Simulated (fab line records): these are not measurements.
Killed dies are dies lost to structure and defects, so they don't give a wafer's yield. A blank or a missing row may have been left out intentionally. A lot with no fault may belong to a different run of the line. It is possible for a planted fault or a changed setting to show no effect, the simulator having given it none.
Chamber matching	flow sky130	SKY_POLY_GATE_ETCH_15 on rie diel-03 has 4 sister chambers
The step etches BARC in N2/H2, stops on SiO2, time 118.5 s, target depth 110 nm. 4 wafers are shown with their chamber, then 7 later ones without.

EACH WAFER AND ITS CHAMBER
wafer	chamber	throttle valve pct (%)
L167.6	2	13.206
L168.6	3	13.217
L169.1	1	13.208
L169.2	0	13.209

WAFERS WITHOUT THEIR CHAMBER
wafer	throttle valve pct (%)
L169.5	13.229
L170.2	13.202
L170.3	13.208
L170.4	13.205
L171.3	13.213
L171.4	13.220
L171.5	13.211

CHAMBER TAKEN BY EACH
wafer	from the rows above	in truth
L169.5	can't be placed: 3 or 0 or 1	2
L170.2	can't be placed: 2 or 1 or 0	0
L170.3	can't be placed: 1 or 0 or 2 or 3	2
L170.4	can't be placed: 2 or 1 or 0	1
L171.3	can't be placed: 0 or 3 or 1 or 2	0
L171.4	can't be placed: 3 or 0 or 1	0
L171.5	can't be placed: 0 or 1 or 2 or 3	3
Correctly placed: 0 of 7. From these rows, 7 cannot be placed; in 6 the true chamber is one of the candidates. Placed wrongly: 0.
How it was worked out, from the rows above alone: a wafer's distance from a chamber is the root of the sum, over the readings, of the square of ((its reading less the chamber's mean) divided by the reading's scatter). The wafer belongs to the nearest chamber; if the next one is less than 2 further off, it can't be placed. A chamber's mean is the mean of its shown wafers. The scatter: root of mean squared gap, hidden wafer to nearest shown wafer, with one shown wafer a chamber.
